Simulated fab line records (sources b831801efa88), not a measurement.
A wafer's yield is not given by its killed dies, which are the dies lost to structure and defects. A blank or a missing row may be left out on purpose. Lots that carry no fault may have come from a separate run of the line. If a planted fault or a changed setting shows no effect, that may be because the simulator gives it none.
Chamber matching -- flow sfq_line -- 3 sister chambers for SFQ_TRILAYER_I4_DEP_PECVD_099 on pecvd-02
The step deposits SiO2 from SiH4/N2O, time 111.11 s, target thk 500 nm. 3 wafers are shown with their chamber, then 7 later ones without.

WAFERS, EACH WITH ITS CHAMBER
wafer,chamber,throttle_valve_pct (%)
L847.6,2,22.6
L856.3,1,22.1
L858.5,0,23.2

WAFERS WITH NO CHAMBER GIVEN
wafer,throttle_valve_pct (%)
L858.6,22.0
L861.2,22.8
L861.3,22.1
L861.5,23.4
L862.1,22.4
L862.5,22.1
L862.6,23.3

EACH ONE'S CHAMBER
wafer,from the rows above,in truth
L858.6,1,1
L861.2,can't be placed: 2 or 0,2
L861.3,1,1
L861.5,0,0
L862.1,can't be placed: 2 or 1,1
L862.5,1,1
L862.6,0,0
Correctly placed: 5 of 7. Not placeable from these rows: 2 (in 2, the candidates include the true chamber). Number placed wrongly: 0.
How it was worked out, from the rows above alone: a wafer's distance from a chamber is the root of the sum, over the readings, of the square of ((its reading less the chamber's mean) divided by the reading's scatter). If the next closest chamber is less than 2 further off than the closest, the wafer can't be placed; otherwise it belongs to the closest. A chamber's mean is the mean of its shown wafers. The scatter: root of mean squared gap, hidden wafer to nearest shown wafer, with one shown wafer a chamber.
